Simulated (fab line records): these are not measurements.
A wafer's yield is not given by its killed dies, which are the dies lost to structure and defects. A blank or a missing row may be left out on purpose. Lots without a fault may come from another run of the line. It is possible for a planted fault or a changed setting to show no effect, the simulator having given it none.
Matching of chambers	flow sky130	4 sister chambers for SKY_PASSIVATION_ETCH_11 on rie-diel-03
The step etches the open film in CF4/O2, stops on AlCu, target depth 725 nm, time 161.1 s. 8 wafers are shown with their chamber, then 6 later ones without.

WAFERS, EACH WITH ITS CHAMBER
wafer	chamber	drypump-motor-current-A (A)	bias-w (W)
L184.1	0	5.4	149.9
L189.2	3	5.6	150.8
L189.4	2	5.5	149.6
L190.3	1	6.3	150.2
L190.5	1	6.3	149.5
L190.6	2	5.4	150.1
L192.2	0	5.4	150.0
L192.4	3	5.5	150.3

WAFERS WITH NO CHAMBER GIVEN
wafer	drypump-motor-current-A (A)	bias-w (W)
L192.5	6.3	150.5
L194.2	5.4	149.7
L194.4	5.4	150.4
L194.5	6.3	149.3
L195.4	5.4	149.4
L195.5	5.6	150.4

WHICH CHAMBER EACH WENT THROUGH
wafer	from the rows above	in truth
L192.5	1	1
L194.2	can't be placed: 0 or 2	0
L194.4	can't be placed: 0 or 2 or 3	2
L194.5	1	1
L195.4	can't be placed: 0 or 2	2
L195.5	3	3
Placed correctly: 3 of 6. From these rows, 3 cannot be placed; in 3 the true chamber is one of the candidates. Wrongly placed: 0.
How it was worked out, from the rows above alone: a wafer's distance from a chamber is the root of the sum, over the readings, of the square of ((its reading less the chamber's mean) divided by the reading's scatter). The wafer belongs to the nearest chamber; if the next one is less than 2 further off, it can't be placed. A chamber's mean is the mean of its shown wafers. The scatter: take each reading less its chamber's mean, square it, sum over the shown wafers, divide by the number of wafers less the number of chambers, and take the root.
